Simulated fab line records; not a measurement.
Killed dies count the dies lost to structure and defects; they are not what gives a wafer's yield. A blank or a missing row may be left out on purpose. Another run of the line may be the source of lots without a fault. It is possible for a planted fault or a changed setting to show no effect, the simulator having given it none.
A struck lot beside a sound one | flow gf180mcu | 15 steps out of a route of 602
Sound: these wafers, L706.1, L706.3, L706.6. The struck wafers were L718.1, L718.3, L718.6. At the end, the cause is stated.
Order at every step that has rows: each side's tool, ch and its chambers, its first start. Under that, the readings that differ: sound wafers | struck wafers | difference of the means | sigmas: that difference in standard deviations of wafers without a fault.
alike: readings whose means differ by less than 2 such deviations, and words and numbers that are the same on both sides. not compared: withheld readings, readings that some wafer has no value for, bounds like >300 that may hide the same value, and numbers for which the record gives no deviation and whose values overlap.
Wherever a step has rows on one side only, a row that says differs or no value, or a row with sigmas, the two part there. Non-overlapping numbers with no deviation appear without sigmas and do not part them. A reading missing from all wafers of one side parts the sides only when that side holds two or more wafers.

first, 4 steps without rows for these wafers: GF_HV_LDD_IMPLANT_33; GF_HV_LDD_IMPLANT_34; GF_HV_LDD_IMPLANT_35; GF_HV_LDD_IMPLANT_36.
GF_HV_LDD_STRIP_37: strips in O2/N2.
  sound on plasma-asher-01 ch 0,1, day 13 15:33; struck on plasma-asher-02 ch 0,1, day 17 15:53
  alike: drypump-motor-current-A, heater-power-w, oes-product-au, strip-time-to-endpoint-s
  not compared: rf-hours-counter-h
GF_HV_LDD_TW_MEAS_38:
  sound: film-metro-04 at day 13 15:39; struck: film-metro-03 at day 17 15:59
  reading     | sound          | struck         | difference | sigmas
  HV_LDD_3_TW | 1401 1402 1405 | 1438 1433 1437 | +33        | +3
then, 6 steps without rows for these wafers: GF_HV_LDD_DEHYDRATE_39 (time 60 s); GF_HV_LDD_HMDS_40 (prime time 60 s); GF_HV_LDD_COAT_41 (resist thk 1000 nm); GF_HV_LDD_SOFTBAKE_42 (time 60 s); GF_HV_LDD_EXPOSE_43 (exposes mask Pplus HV AREA, target cd 400 nm); GF_HV_LDD_PEB_44.
GF_HV_LDD_DEVELOP_45: develop time 60 s.
  sound on litho-track-04 ch 0, day 14 10:38; struck on litho-track-04 ch 0, day 18 15:11
  reading              | sound             | struck            | difference | sigmas
  developer-temp-C (C) | 23.07 22.88 23.09 | 23.82 23.89 23.66 | +0.78      | +7
GF_HV_LDD_CD_MEAS_46: the cd target is 400 nm.
  sound: cd-sem-01 at day 14 10:47; struck: cd-sem-01 at day 18 15:20
  alike: cd-nm
GF_PASSIVATION_PROBE_99:
  the record has rows for the sound wafers here (prober-01, day 30 20:59) and none for the struck ones

WHERE THEY PART
At GF_HV_LDD_TW_MEAS_38 first; at GF_PASSIVATION_PROBE_99 last (within this record only).

WHY: what had been put in by the simulator
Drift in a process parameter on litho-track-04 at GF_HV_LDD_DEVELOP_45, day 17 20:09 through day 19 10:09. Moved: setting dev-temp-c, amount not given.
